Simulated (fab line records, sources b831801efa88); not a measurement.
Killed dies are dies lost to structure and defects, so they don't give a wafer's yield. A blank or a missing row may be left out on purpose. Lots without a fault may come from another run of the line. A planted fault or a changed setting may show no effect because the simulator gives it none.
fab line records | flow gf180mcu
record lots=5 wafers=15 last_day=33
route steps=602 shown LVPWELL@54 MVSD@66 MVPSD@78 VT_IMPLANT@90
lots that met no fault: from a run of the same line without faults
start_h: hours from the record's first day to the start of the lot's first wafer shown | wait_h: hours since the lot's step before | " the same as in the row above | L1.1+2: a row that stands for several wafers | - no value, or no start given | * or withheld: withheld | < > ~ a bound
route shown NAME@n: a module of which the file shows steps, and the number in the route of the first | usual: mean/standard deviation of fault-free wafers | same: alike in all rows | chamber/n: place in a boat | sites: the reading at each site | _std_site: their standard deviation | _edge_site: outer sites' mean less inner sites' | radius_mm: how far each site lies from the wafer's centre | mask NAME#n: copy n | behind: the tool/chamber that last shaped the wafer | hold: why the lot was held/for how many hours/how that ended | device: the transistor (n, p or np) that didn't switch | end of line: the same wafers' tests at the end of the route | a step without rows: its recipe alone | killed: dies lost to structure and defects at the first sort, not the wafer's yield | map: a wafer's dies, x killed, . not, _ none there
set.NAME: the setting as run; set.NAME@STEP: as run at that earlier step | model.NAME: the simulator's own value behind a step, which no gauge read
lots at some steps of the route; a table a step, a row a wafer
services: from which hour (start_h, from the record's first day; less than 0 if before it) a tool's chamber was out of use, for how many hours, and why
## steps
# step GF_LVPWELL_DEHYDRATE_00
# recipe temp_c=200 time_s=60
# columns lot.wafer tool chamber start_h wait_h
L080.1+2+6 litho_track-02 0 94.18 6.6
L083.1+4+5 litho_track-03 0 110.55 6.8
L089.2+3+4 litho_track-03 0 147.33 7.7
L091.1+2+3 litho_track-02 0 158.37 8.0
L092.1+2+5 litho_track-03 0 161.90 7.7
# step GF_LVPWELL_HMDS_01
# recipe prime_time_s=60 prime_temp_c=120
# columns lot.wafer tool chamber start_h wait_h
L080.1+2+6 litho_track-02 0 94.33 0.1
L083.1+4+5 litho_track-03 0 110.70 0.1
L089.2+3+4 litho_track-03 0 147.48 0.1
L091.1+2+3 litho_track-02 0 158.52 0.1
L092.1+2+5 litho_track-03 0 162.05 0.1
# step GF_LVPWELL_COAT_02
# recipe spin_rpm=2000 resist_thk_nm=3000
# columns lot.wafer tool chamber start_h wait_h
L080.1+2+6 litho_track-02 0 94.48 0.1
L083.1+4+5 litho_track-03 0 110.85 0.1
L089.2+3+4 litho_track-03 0 147.63 0.1
L091.1+2+3 litho_track-02 0 158.67 0.1
L092.1+2+5 litho_track-03 0 162.20 0.1
# step GF_LVPWELL_SOFTBAKE_03
# recipe temp_c=110 time_s=withheld
# columns lot.wafer tool chamber start_h wait_h
L080.1+2+6 litho_track-02 0 94.63 0.1
L083.1+4+5 litho_track-03 0 111.00 0.1
L089.2+3+4 litho_track-03 0 147.78 0.1
L091.1+2+3 litho_track-02 0 158.82 0.1
L092.1+2+5 litho_track-03 0 162.35 0.1
# step GF_LVPWELL_EXPOSE_04
# recipe mask_id=LVPWELL target_cd_nm=600 na=0.6 source_shape=conventional sigma_outer=0.6 dose_mj=260
# usual exposure_dose_mJ_cm2=260.03/0.22
# columns lot.wafer tool chamber start_h wait_h mask exposure_dose_mJ_cm2
L080.1 iline_stepper-01 0 - - LVPWELL#0 259.99
L080.2 " 0 " " LVPWELL#0 259.55
L080.6 " 0 " " LVPWELL#0 259.98
L083.1 iline_stepper-02 0 - - LVPWELL#0 259.97
L083.4 " 0 " " LVPWELL#0 260.21
L083.5 " 0 " " LVPWELL#0 260.49
L089.2 iline_stepper-02 0 - - LVPWELL#0 259.88
L089.3 " 0 " " LVPWELL#0 260.00
L089.4 " 0 " " LVPWELL#0 260.08
L091.1 iline_stepper-01 0 - - LVPWELL#0 260.34
L091.2 " 0 " " LVPWELL#0 260.21
L091.3 " 0 " " LVPWELL#0 259.84
L092.1 iline_stepper-02 0 - - LVPWELL#0 260.32
L092.2 " 0 " " LVPWELL#0 259.94
L092.5 " 0 " " LVPWELL#0 260.22
# step GF_LVPWELL_PEB_05
# recipe temp_c=115 time_s=withheld
# columns lot.wafer tool chamber start_h wait_h
L080.1+2+6 litho_track-03 0 - -
L083.1+4+5 litho_track-03 0 - -
L089.2+3+4 litho_track-04 0 - -
L091.1+2+3 litho_track-04 0 - -
L092.1+2+5 litho_track-03 0 - -
# step GF_LVPWELL_DEVELOP_06
# recipe wall_angle_deg=90 develop_time_s=60 dev_temp_c=23
# same develop_time_s=60
# columns lot.wafer tool chamber start_h wait_h
L080.1+2+6 litho_track-03 0 - -
L083.1+4+5 litho_track-03 0 - -
L089.2+3+4 litho_track-04 0 - -
L091.1+2+3 litho_track-04 0 - -
L092.1+2+5 litho_track-03 0 - -
# step GF_LVPWELL_OVL_MEAS_07
# usual LVPWELL_OVL=-1.1/1.8
# columns lot.wafer tool chamber start_h wait_h LVPWELL_OVL[nm]
L080.1 overlay-02 - 101.10 - -2.2
L080.2 " - " " 0.2
L080.6 " - " " -1.6
L083.1 overlay-01 - 117.95 - -2.7
L083.4 " - " " -3.1
L083.5 " - " " -0.9
L089.2 overlay-02 - 155.77 - -2.3
L089.3 " - " " -3.6
L089.4 " - " " -3.3
L091.1 overlay-02 - 167.27 - -7.3
L091.2 " - " " -5.5
L091.3 " - " " -5.4
L092.1 overlay-01 - 170.40 - -0.8
L092.2 " - " " -1.2
L092.5 " - " " -1.5
# step GF_LVPWELL_IMPLANT_08
# recipe species=B energy_kev=170 dose_cm2=1.5e+13 tilt_deg=0
# usual end_station_pressure_torr=5.08e-06/2.8e-07
# columns lot.wafer tool chamber start_h wait_h end_station_pressure_torr
L080.1 implanter-03 0 101.14 0.0 4.97e-06
L080.2 " 0 " " 5.05e-06
L080.6 " 0 " " 5.26e-06
L083.1 implanter-01 0 117.99 0.0 5.37e-06
L083.4 " 0 " " 5.17e-06
L083.5 " 0 " " 5.31e-06
L089.2 implanter-01 0 155.83 0.0 4.91e-06
L089.3 " 0 " " 4.66e-06
L089.4 " 0 " " 5.13e-06
L091.1 implanter-04 0 167.30 0.0 5.07e-06
L091.2 " 0 " " 5.02e-06
L091.3 " 0 " " 5.4e-06
L092.1 implanter-03 0 170.44 0.0 5.15e-06
L092.2 " 0 " " 5.07e-06
L092.5 " 0 " " 4.59e-06
# step GF_LVPWELL_IMPLANT_09
# recipe species=B energy_kev=60 dose_cm2=5e+12 tilt_deg=0
# usual end_station_pressure_torr=5.03e-06/2.8e-07
# columns lot.wafer tool chamber start_h wait_h end_station_pressure_torr
L080.1 implanter-03 0 101.29 0.1 4.69e-06
L080.2 " 0 " " 4.95e-06
L080.6 " 0 " " 4.86e-06
L083.1 implanter-01 0 118.14 0.1 4.54e-06
L083.4 " 0 " " 5.19e-06
L083.5 " 0 " " 5.08e-06
L089.2 implanter-01 0 155.98 0.1 4.97e-06
L089.3 " 0 " " 5.19e-06
L089.4 " 0 " " 5.08e-06
L091.1 implanter-04 0 167.60 0.2 5.45e-06
L091.2 " 0 " " 5.2e-06
L091.3 " 0 " " 4.74e-06
L092.1 implanter-03 0 170.59 0.1 5.4e-06
L092.2 " 0 " " 5.07e-06
L092.5 " 0 " " 5.21e-06
# step GF_LVPWELL_STRIP_10
# recipe chemistry=O2/N2 power_w=1400 pressure_mtorr=1500 platen_temp_c=250 o2_flow_sccm=3000 n2_flow_sccm=300 overash_fraction=0.5
# usual drypump_motor_current_A=5.5/0.58 heater_power_w=368/40 n2_flow_sccm=299.8/0.96 oes_product_au=0.723/0.0042 strip_time_to_endpoint_s=36.90/0.11
# columns lot.wafer tool chamber start_h wait_h drypump_motor_current_A heater_power_w n2_flow_sccm oes_product_au rf_hours_counter_h strip_time_to_endpoint_s
L080.1 plasma_asher-02 0 101.44 0.1 6.1 403 299.1 0.724 44 36.84
L080.2 " 1 " " 5.1 354 299.7 0.732 44 37.00
L080.6 " 0 " " 6.1 391 299.7 0.727 - 36.97
L083.1 plasma_asher-04 0 118.29 0.1 4.9 379 300.3 0.719 47 36.81
L083.4 " 1 " " 6.2 431 300.5 0.727 - 36.73
L083.5 " 1 " " 6.2 441 300.3 0.725 - 36.71
L089.2 plasma_asher-04 0 156.10 0.1 4.9 391 300.3 0.716 51 36.80
L089.3 " 1 " " 6.2 430 300.0 0.723 - 36.74
L089.4 " 0 " " 4.9 381 300.3 0.719 - 36.73
L091.1 plasma_asher-02 0 167.90 0.2 6.0 393 300.3 0.721 5 36.92
L091.2 " 1 " " 5.1 344 298.2 0.719 5 36.96
L091.3 " 0 " " 6.0 396 300.3 0.719 - 36.98
L092.1 plasma_asher-03 1 170.74 0.1 4.7 313 298.4 0.721 39 36.82
L092.2 " 0 " " 5.9 335 299.2 0.724 39 36.77
L092.5 " 0 " " 5.9 343 299.0 0.721 - 36.71
# step GF_LVPWELL_TW_MEAS_11
# usual LVPWELL_TW=554/4.1
# columns lot.wafer tool chamber start_h wait_h LVPWELL_TW
L080.1 film_metro-02 - 101.54 0.1 551
L080.2 " - " " 555
L080.6 " - " " 556
L083.1 film_metro-04 - 118.39 0.1 547
L083.4 " - " " 545
L083.5 " - " " 548
L089.2 film_metro-02 - 156.21 0.1 556
L089.3 " - " " 556
L089.4 " - " " 555
L091.1 film_metro-04 - 168.00 0.1 551
L091.2 " - " " 553
L091.3 " - " " 549
L092.1 film_metro-01 - 170.84 0.1 560
L092.2 " - " " 563
L092.5 " - " " 559
# step GF_MVSD_DEHYDRATE_00
# recipe temp_c=200 time_s=60
# columns lot.wafer tool chamber start_h wait_h
L080.1+2+6 litho_track-04 0 108.22 6.7
L083.1+4+5 litho_track-04 0 125.37 7.0
L089.2+3+4 litho_track-02 0 163.35 7.1
L091.1+2+3 litho_track-02 0 175.57 7.6
L092.1+2+5 litho_track-01 0 178.99 8.1
# step GF_MVSD_HMDS_01
# recipe prime_time_s=60 prime_temp_c=120
# columns lot.wafer tool chamber start_h wait_h
L080.1+2+6 litho_track-04 0 108.37 0.1
L083.1+4+5 litho_track-04 0 125.52 0.1
L089.2+3+4 litho_track-02 0 163.50 0.1
L091.1+2+3 litho_track-02 0 175.72 0.1
L092.1+2+5 litho_track-01 0 179.14 0.1
# step GF_MVSD_COAT_02
# recipe spin_rpm=2000 resist_thk_nm=3000
# columns lot.wafer tool chamber start_h wait_h
L080.1+2+6 litho_track-04 0 108.52 0.1
L083.1+4+5 litho_track-04 0 125.67 0.1
L089.2+3+4 litho_track-02 0 163.65 0.1
L091.1+2+3 litho_track-02 0 175.87 0.1
L092.1+2+5 litho_track-01 0 179.29 0.1
# step GF_MVSD_SOFTBAKE_03
# recipe temp_c=110 time_s=withheld
# columns lot.wafer tool chamber start_h wait_h
L080.1+2+6 litho_track-04 0 108.67 0.1
L083.1+4+5 litho_track-04 0 125.82 0.1
L089.2+3+4 litho_track-02 0 163.81 0.1
L091.1+2+3 litho_track-02 0 176.02 0.1
L092.1+2+5 litho_track-01 0 179.44 0.1
# step GF_MVSD_EXPOSE_04
# recipe mask_id=MVSD target_cd_nm=1000 na=0.6 source_shape=conventional sigma_outer=0.6 dose_mj=260
# usual exposure_dose_mJ_cm2=260.08/0.25
# columns lot.wafer tool chamber start_h wait_h mask exposure_dose_mJ_cm2
L080.1 iline_stepper-01 0 - - MVSD#0 260.02
L080.2 " 0 " " MVSD#0 259.95
L080.6 " 0 " " MVSD#0 259.93
L083.1 iline_stepper-01 0 - - MVSD#0 259.85
L083.4 " 0 " " MVSD#0 260.12
L083.5 " 0 " " MVSD#0 259.92
L089.2 iline_stepper-01 0 - - MVSD#0 260.33
L089.3 " 0 " " MVSD#0 260.55
L089.4 " 0 " " MVSD#0 260.07
L091.1 iline_stepper-02 0 - - MVSD#0 260.06
L091.2 " 0 " " MVSD#0 260.08
L091.3 " 0 " " MVSD#0 260.05
L092.1 iline_stepper-01 0 - - MVSD#0 260.40
L092.2 " 0 " " MVSD#0 260.33
L092.5 " 0 " " MVSD#0 259.88
# step GF_MVSD_PEB_05
# recipe temp_c=115 time_s=withheld
# columns lot.wafer tool chamber start_h wait_h
L080.1+2+6 litho_track-04 0 - -
L083.1+4+5 litho_track-01 0 - -
L089.2+3+4 litho_track-04 0 - -
L091.1+2+3 litho_track-04 0 - -
L092.1+2+5 litho_track-02 0 - -
# step GF_MVSD_DEVELOP_06
# recipe wall_angle_deg=90 develop_time_s=60 dev_temp_c=23
# same develop_time_s=60
# columns lot.wafer tool chamber start_h wait_h
L080.1+2+6 litho_track-04 0 - -
L083.1+4+5 litho_track-01 0 - -
L089.2+3+4 litho_track-04 0 - -
L091.1+2+3 litho_track-04 0 - -
L092.1+2+5 litho_track-02 0 - -
# step GF_MVSD_OVL_MEAS_07
# usual MVSD_OVL=1.0/1.3
# columns lot.wafer tool chamber start_h wait_h MVSD_OVL[nm]
L080.1 overlay-01 - 115.67 - 3.4
L080.2 " - " " 1.5
L080.6 " - " " 2.9
L083.1 overlay-01 - 133.44 - -0.2
L083.4 " - " " 0.7
L083.5 " - " " 2.1
L089.2 overlay-01 - 171.67 - -0.1
L089.3 " - " " 1.4
L089.4 " - " " 1.2
L091.1 overlay-02 - 184.62 - 2.3
L091.2 " - " " 1.1
L091.3 " - " " 1.4
L092.1 overlay-01 - 187.62 - 0.0
L092.2 " - " " 0.8
L092.5 " - " " 2.6
# step GF_MVSD_IMPLANT_08
# recipe species=P energy_kev=400 dose_cm2=1.6e+13 tilt_deg=0
# usual end_station_pressure_torr=5.08e-06/3e-07
# columns lot.wafer tool chamber start_h wait_h end_station_pressure_torr
L080.1 implanter-02 0 115.70 0.0 4.76e-06
L080.2 " 0 " " 4.74e-06
L080.6 " 0 " " 4.97e-06
L083.1 implanter-01 0 133.47 0.0 5.15e-06
L083.4 " 0 " " 5.44e-06
L083.5 " 0 " " 4.7e-06
L089.2 implanter-02 0 171.73 0.0 4.88e-06
L089.3 " 0 " " 4.76e-06
L089.4 " 0 " " 5.12e-06
L091.1 implanter-02 0 184.65 0.0 4.96e-06
L091.2 " 0 " " 5.07e-06
L091.3 " 0 " " 5.24e-06
L092.1 implanter-01 0 187.66 0.0 5.63e-06
L092.2 " 0 " " 5.01e-06
L092.5 " 0 " " 5.28e-06
# step GF_MVSD_IMPLANT_09
# recipe species=P energy_kev=100 dose_cm2=5e+12 tilt_deg=0
# usual end_station_pressure_torr=5.08e-06/2.8e-07
# columns lot.wafer tool chamber start_h wait_h end_station_pressure_torr
L080.1 implanter-02 0 115.85 0.1 4.88e-06
L080.2 " 0 " " 4.61e-06
L080.6 " 0 " " 5.02e-06
L083.1 implanter-01 0 133.62 0.1 4.86e-06
L083.4 " 0 " " 5e-06
L083.5 " 0 " " 5.28e-06
L089.2 implanter-02 0 171.88 0.1 5.3e-06
L089.3 " 0 " " 4.59e-06
L089.4 " 0 " " 4.9e-06
L091.1 implanter-02 0 184.80 0.1 4.55e-06
L091.2 " 0 " " 4.87e-06
L091.3 " 0 " " 4.9e-06
L092.1 implanter-01 0 187.81 0.1 5.14e-06
L092.2 " 0 " " 5.02e-06
L092.5 " 0 " " 4.89e-06
# step GF_MVSD_STRIP_10
# recipe chemistry=O2/N2 power_w=1400 pressure_mtorr=1500 platen_temp_c=250 o2_flow_sccm=3000 n2_flow_sccm=300 overash_fraction=0.5
# usual drypump_motor_current_A=5.7/0.46 heater_power_w=374/26 n2_flow_sccm=300.1/0.89 oes_product_au=0.722/0.0044 strip_time_to_endpoint_s=36.89/0.083
# columns lot.wafer tool chamber start_h wait_h drypump_motor_current_A heater_power_w n2_flow_sccm oes_product_au rf_hours_counter_h strip_time_to_endpoint_s
L080.1 plasma_asher-04 1 116.00 0.1 6.2 420 299.0 0.721 47 36.92
L080.2 " 0 " " 4.9 382 301.2 0.728 47 36.93
L080.6 " 0 " " 4.9 371 301.0 0.717 - 36.84
L083.1 plasma_asher-01 1 133.77 0.1 5.7 352 300.0 0.724 47 36.80
L083.4 " 1 " " 5.7 352 300.4 0.725 - 36.74
L083.5 " 0 " " 6.1 372 299.5 0.718 - 36.84
L089.2 plasma_asher-02 0 172.00 0.1 6.0 398 298.1 0.721 5 36.91
L089.3 " 1 " " 5.1 337 300.6 0.724 - 36.93
L089.4 " 0 " " 6.1 395 298.8 0.726 - 37.04
L091.1 plasma_asher-02 0 184.95 0.1 6.1 399 301.0 0.725 7 36.83
L091.2 " 1 " " 5.1 343 300.5 0.720 7 36.86
L091.3 " 0 " " 6.1 387 301.5 0.716 - 36.86
L092.1 plasma_asher-02 0 187.96 0.1 6.1 396 300.6 0.717 7 36.93
L092.2 " 1 " " 5.1 343 299.7 0.717 7 36.87
L092.5 " 1 " " 5.1 347 299.4 0.726 - 36.95
# step GF_MVSD_TW_MEAS_11
# usual MVSD_TW=1565/14
# columns lot.wafer tool chamber start_h wait_h MVSD_TW
L080.1 film_metro-04 - 116.10 0.1 1530
L080.2 " - " " 1530
L080.6 " - " " 1537
L083.1 film_metro-02 - 133.87 0.1 1565
L083.4 " - " " 1565
L083.5 " - " " 1563
L089.2 film_metro-04 - 172.11 0.1 1544
L089.3 " - " " 1544
L089.4 " - " " 1554
L091.1 film_metro-04 - 185.05 0.1 1544
L091.2 " - " " 1543
L091.3 " - " " 1552
L092.1 film_metro-02 - 188.06 0.1 1571
L092.2 " - " " 1565
L092.5 " - " " 1570
# step GF_MVPSD_DEHYDRATE_00
# recipe temp_c=200 time_s=60
# columns lot.wafer tool chamber start_h wait_h
L080.1+2+6 litho_track-02 0 123.17 7.1
L083.1+4+5 litho_track-01 0 140.89 7.0
L089.2+3+4 litho_track-03 0 179.93 7.8
L091.1+2+3 litho_track-01 0 193.34 8.3
L092.1+2+5 litho_track-02 0 196.17 8.1
# step GF_MVPSD_HMDS_01
# recipe prime_time_s=60 prime_temp_c=120
# columns lot.wafer tool chamber start_h wait_h
L080.1+2+6 litho_track-02 0 123.32 0.1
L083.1+4+5 litho_track-01 0 141.04 0.1
L089.2+3+4 litho_track-03 0 180.08 0.1
L091.1+2+3 litho_track-01 0 193.49 0.1
L092.1+2+5 litho_track-02 0 196.32 0.1
# step GF_MVPSD_COAT_02
# recipe spin_rpm=2000 resist_thk_nm=3000
# columns lot.wafer tool chamber start_h wait_h
L080.1+2+6 litho_track-02 0 123.47 0.1
L083.1+4+5 litho_track-01 0 141.19 0.1
L089.2+3+4 litho_track-03 0 180.23 0.1
L091.1+2+3 litho_track-01 0 193.64 0.1
L092.1+2+5 litho_track-02 0 196.47 0.1
# step GF_MVPSD_SOFTBAKE_03
# recipe temp_c=110 time_s=withheld
# columns lot.wafer tool chamber start_h wait_h
L080.1+2+6 litho_track-02 0 123.62 0.1
L083.1+4+5 litho_track-01 0 141.34 0.1
L089.2+3+4 litho_track-03 0 180.38 0.1
L091.1+2+3 litho_track-01 0 193.79 0.1
L092.1+2+5 litho_track-02 0 196.62 0.1
# step GF_MVPSD_EXPOSE_04
# recipe mask_id=MVPSD target_cd_nm=1000 na=0.6 source_shape=conventional sigma_outer=0.6 dose_mj=260
# usual exposure_dose_mJ_cm2=259.96/0.29
# columns lot.wafer tool chamber start_h wait_h mask exposure_dose_mJ_cm2
L080.1 iline_stepper-01 0 - - MVPSD#0 260.09
L080.2 " 0 " " MVPSD#0 260.21
L080.6 " 0 " " MVPSD#0 260.19
L083.1 iline_stepper-02 0 - - MVPSD#0 259.52
L083.4 " 0 " " MVPSD#0 260.04
L083.5 " 0 " " MVPSD#0 260.13
L089.2 iline_stepper-01 0 - - MVPSD#0 260.01
L089.3 " 0 " " MVPSD#0 259.80
L089.4 " 0 " " MVPSD#0 259.98
L091.1 iline_stepper-02 0 - - MVPSD#0 260.36
L091.2 " 0 " " MVPSD#0 259.93
L091.3 " 0 " " MVPSD#0 260.03
L092.1 iline_stepper-02 0 - - MVPSD#0 260.22
L092.2 " 0 " " MVPSD#0 260.68
L092.5 " 0 " " MVPSD#0 260.25
# step GF_MVPSD_PEB_05
# recipe temp_c=115 time_s=withheld
# columns lot.wafer tool chamber start_h wait_h
L080.1+2+6 litho_track-03 0 - -
L083.1+4+5 litho_track-02 0 - -
L089.2+3+4 litho_track-03 0 - -
L091.1+2+3 litho_track-02 0 - -
L092.1+2+5 litho_track-01 0 - -
# step GF_MVPSD_DEVELOP_06
# recipe wall_angle_deg=90 develop_time_s=60 dev_temp_c=23
# same develop_time_s=60
# columns lot.wafer tool chamber start_h wait_h
L080.1+2+6 litho_track-03 0 - -
L083.1+4+5 litho_track-02 0 - -
L089.2+3+4 litho_track-03 0 - -
L091.1+2+3 litho_track-02 0 - -
L092.1+2+5 litho_track-01 0 - -
# step GF_MVPSD_OVL_MEAS_07
# usual MVPSD_OVL=0.8/1.4
# columns lot.wafer tool chamber start_h wait_h MVPSD_OVL[nm]
L080.1 overlay-02 - 131.10 - 2.7
L080.2 " - " " 2.2
L080.6 " - " " 3.0
L083.1 overlay-01 - 149.17 - 2.7
L083.4 " - " " 1.5
L083.5 " - " " 3.8
L089.2 overlay-02 - 188.81 - 2.7
L089.3 " - " " 2.0
L089.4 " - " " 1.3
L091.1 overlay-01 - 202.27 - 1.3
L091.2 " - " " -0.7
L091.3 " - " " 1.1
L092.1 overlay-01 - 205.53 - 1.8
L092.2 " - " " 3.6
L092.5 " - " " 2.2
# step GF_MVPSD_IMPLANT_08
# recipe species=B energy_kev=170 dose_cm2=1.5e+13 tilt_deg=0
# usual end_station_pressure_torr=5.05e-06/2.9e-07
# columns lot.wafer tool chamber start_h wait_h end_station_pressure_torr
L080.1 implanter-02 0 131.14 0.0 5.28e-06
L080.2 " 0 " " 5.15e-06
L080.6 " 0 " " 5.58e-06
L083.1 implanter-01 0 149.21 0.0 5.34e-06
L083.4 " 0 " " 4.62e-06
L083.5 " 0 " " 4.7e-06
L089.2 implanter-02 0 188.86 0.0 5.15e-06
L089.3 " 0 " " 4.94e-06
L089.4 " 0 " " 4.97e-06
L091.1 implanter-02 0 202.31 0.0 5.03e-06
L091.2 " 0 " " 4.87e-06
L091.3 " 0 " " 4.86e-06
L092.1 implanter-01 0 205.57 0.0 4.92e-06
L092.2 " 0 " " 5.31e-06
L092.5 " 0 " " 5.17e-06
# step GF_MVPSD_IMPLANT_09
# recipe species=B energy_kev=40 dose_cm2=5e+12 tilt_deg=0
# usual end_station_pressure_torr=5.05e-06/3e-07
# columns lot.wafer tool chamber start_h wait_h end_station_pressure_torr
L080.1 implanter-02 0 131.29 0.1 4.96e-06
L080.2 " 0 " " 5.27e-06
L080.6 " 0 " " 4.85e-06
L083.1 implanter-01 0 149.36 0.1 5.86e-06
L083.4 " 0 " " 5.23e-06
L083.5 " 0 " " 4.94e-06
L089.2 implanter-02 0 189.01 0.1 4.77e-06
L089.3 " 0 " " 4.75e-06
L089.4 " 0 " " 4.92e-06
L091.1 implanter-02 0 202.46 0.1 5.24e-06
L091.2 " 0 " " 5.1e-06
L091.3 " 0 " " 4.74e-06
L092.1 implanter-01 0 205.72 0.1 5.2e-06
L092.2 " 0 " " 4.93e-06
L092.5 " 0 " " 5.59e-06
# step GF_MVPSD_STRIP_10
# recipe chemistry=O2/N2 power_w=1400 pressure_mtorr=1500 platen_temp_c=250 o2_flow_sccm=3000 n2_flow_sccm=300 overash_fraction=0.5
# usual drypump_motor_current_A=5.6/0.58 heater_power_w=373/39 n2_flow_sccm=299.9/0.92 oes_product_au=0.722/0.0046 strip_time_to_endpoint_s=36.90/0.086
# columns lot.wafer tool chamber start_h wait_h drypump_motor_current_A heater_power_w n2_flow_sccm oes_product_au rf_hours_counter_h strip_time_to_endpoint_s
L080.1 plasma_asher-04 1 131.44 0.1 6.2 419 299.8 0.722 48 37.05
L080.2 " 0 " " 4.9 369 301.2 0.720 48 36.96
L080.6 " 1 " " 6.2 431 298.2 0.725 - 37.07
L083.1 plasma_asher-04 0 149.51 0.1 4.9 376 299.4 0.711 50 36.89
L083.4 " 0 " " 4.9 381 299.4 0.724 - 36.81
L083.5 " 1 " " 6.2 434 299.6 0.729 - 36.73
L089.2 plasma_asher-01 1 189.14 0.1 5.7 352 300.0 0.721 53 36.91
L089.3 " 0 " " 6.1 369 300.7 0.716 - 36.92
L089.4 " 1 " " 5.7 349 298.9 0.721 - 36.90
L091.1 plasma_asher-03 0 202.61 0.1 5.9 329 299.0 0.729 42 36.80
L091.2 " 1 " " 4.7 300 300.7 0.717 42 36.90
L091.3 " 0 " " 5.9 348 298.3 0.725 - 36.91
L092.1 plasma_asher-04 1 205.87 0.1 6.2 429 297.7 0.724 55 36.96
L092.2 " 0 " " 4.9 379 299.6 0.719 55 37.10
L092.5 " 1 " " 6.2 433 298.7 0.723 - 37.03
# step GF_MVPSD_TW_MEAS_11
# usual MVPSD_TW=547/5
# columns lot.wafer tool chamber start_h wait_h MVPSD_TW
L080.1 film_metro-01 - 131.54 0.1 552
L080.2 " - " " 554
L080.6 " - " " 558
L083.1 film_metro-02 - 149.61 0.1 548
L083.4 " - " " 548
L083.5 " - " " 550
L089.2 film_metro-04 - 189.25 0.1 543
L089.3 " - " " 545
L089.4 " - " " 544
L091.1 film_metro-02 - 202.71 0.1 551
L091.2 " - " " 549
L091.3 " - " " 551
L092.1 film_metro-02 - 205.97 0.1 554
L092.2 " - " " 551
L092.5 " - " " 553
# step GF_VT_IMPLANT_DEHYDRATE_00
# recipe temp_c=200 time_s=60
# columns lot.wafer tool chamber start_h wait_h
L080.1+2+6 litho_track-04 0 138.27 6.7
L083.1+4+5 litho_track-01 0 157.29 7.7
L089.2+3+4 litho_track-04 0 197.24 8.0
L091.1+2+3 litho_track-03 0 210.85 8.1
L092.1+2+5 litho_track-01 0 213.93 8.0
# step GF_VT_IMPLANT_HMDS_01
# recipe prime_time_s=60 prime_temp_c=120
# columns lot.wafer tool chamber start_h wait_h
L080.1+2+6 litho_track-04 0 138.42 0.1
L083.1+4+5 litho_track-01 0 157.44 0.1
L089.2+3+4 litho_track-04 0 197.39 0.1
L091.1+2+3 litho_track-03 0 211.00 0.1
L092.1+2+5 litho_track-01 0 214.08 0.1
# step GF_VT_IMPLANT_COAT_02
# recipe resist=NOVOLAK spin_rpm=3000 resist_thk_nm=1000
# columns lot.wafer tool chamber start_h wait_h
L080.1+2+6 litho_track-04 0 138.57 0.1
L083.1+4+5 litho_track-01 0 157.59 0.1
L089.2+3+4 litho_track-04 0 197.54 0.1
L091.1+2+3 litho_track-03 0 211.15 0.1
L092.1+2+5 litho_track-01 0 214.23 0.1
# step GF_VT_IMPLANT_SOFTBAKE_03
# recipe temp_c=90 time_s=60 resist=NOVOLAK
# columns lot.wafer tool chamber start_h wait_h
L080.1+2+6 litho_track-04 0 138.72 0.1
L083.1+4+5 litho_track-01 0 157.74 0.1
L089.2+3+4 litho_track-04 0 197.69 0.1
L091.1+2+3 litho_track-03 0 211.30 0.1
L092.1+2+5 litho_track-01 0 214.38 0.1
# step GF_VT_IMPLANT_EXPOSE_04
# recipe mask_id=LVPWELL_LV_AREA target_cd_nm=600 na=0.6 source_shape=conventional sigma_outer=0.6 dose_mj=140
# usual exposure_dose_mJ_cm2=140.00/0.16
# columns lot.wafer tool chamber start_h wait_h mask exposure_dose_mJ_cm2
L080.1 iline_stepper-02 0 - - LVPWELL_LV_AREA#0 140.11
L080.2 " 0 " " LVPWELL_LV_AREA#0 139.81
L080.6 " 0 " " LVPWELL_LV_AREA#0 139.98
L083.1 iline_stepper-01 0 - - LVPWELL_LV_AREA#0 140.14
L083.4 " 0 " " LVPWELL_LV_AREA#0 140.15
L083.5 " 0 " " LVPWELL_LV_AREA#0 140.33
L089.2 iline_stepper-02 0 - - LVPWELL_LV_AREA#0 139.88
L089.3 " 0 " " LVPWELL_LV_AREA#0 139.98
L089.4 " 0 " " LVPWELL_LV_AREA#0 140.00
L091.1 iline_stepper-02 0 - - LVPWELL_LV_AREA#0 140.08
L091.2 " 0 " " LVPWELL_LV_AREA#0 140.10
L091.3 " 0 " " LVPWELL_LV_AREA#0 139.77
L092.1 iline_stepper-02 0 - - LVPWELL_LV_AREA#0 139.86
L092.2 " 0 " " LVPWELL_LV_AREA#0 139.82
L092.5 " 0 " " LVPWELL_LV_AREA#0 139.97
# step GF_VT_IMPLANT_PEB_05
# recipe temp_c=withheld time_s=* resist=NOVOLAK
# columns lot.wafer tool chamber start_h wait_h
L080.1+2+6 litho_track-01 0 - -
L083.1+4+5 litho_track-01 0 - -
L089.2+3+4 litho_track-04 0 - -
L091.1+2+3 litho_track-01 0 - -
L092.1+2+5 litho_track-01 0 - -
# step GF_VT_IMPLANT_DEVELOP_06
# recipe develop_time_s=60 dev_temp_c=23
# same develop_time_s=60
# columns lot.wafer tool chamber start_h wait_h
L080.1+2+6 litho_track-01 0 146.54 0.1
L083.1+4+5 litho_track-01 0 165.99 0.1
L089.2+3+4 litho_track-04 0 206.24 0.1
L091.1+2+3 litho_track-01 0 220.08 0.1
L092.1+2+5 litho_track-01 0 223.18 0.1
# step GF_VT_IMPLANT_OVL_MEAS_07
# usual VT_IMPLANT_OVL=-0.5/1.2
# columns lot.wafer tool chamber start_h wait_h VT_IMPLANT_OVL[nm]
L080.1 overlay-01 - 146.69 0.1 0.3
L080.2 " - " " 1.1
L080.6 " - " " 2.3
L083.1 overlay-01 - 166.14 0.1 1.4
L083.4 " - " " 0.4
L083.5 " - " " 0.8
L089.2 overlay-01 - 206.37 0.1 -0.8
L089.3 " - " " -1.3
L089.4 " - " " -2.2
L091.1 overlay-02 - 220.23 0.1 -0.2
L091.2 " - " " -0.2
L091.3 " - " " 0.1
L092.1 overlay-01 - 223.33 0.1 0.2
L092.2 " - " " 0.5
L092.5 " - " " -0.6
## services
# columns tool chamber start_h hours kind
implanter-03 - 70.61 3.3 pm
iline_stepper-01 0 94.35 - calibration
plasma_asher-02 - 103.10 2.2 repair
plasma_asher-02 - 108.75 9.0 pm
plasma_asher-02 0 108.75 9.0 vent_cycle
plasma_asher-02 1 108.75 9.0 vent_cycle
plasma_asher-02 0 117.75 - clean
plasma_asher-02 1 117.75 - clean
iline_stepper-02 - 139.24 1.7 pm
plasma_asher-03 - 139.74 2.0 repair
implanter-01 - 171.28 5.9 pm
plasma_asher-04 - 183.79 7.6 repair
iline_stepper-02 0 191.30 - calibration
implanter-03 - 195.71 2.4 repair
implanter-04 - 202.20 7.9 pm
implanter-01 - 217.02 2.0 repair
iline_stepper-02 - 222.55 0.7 repair
## key
fault none
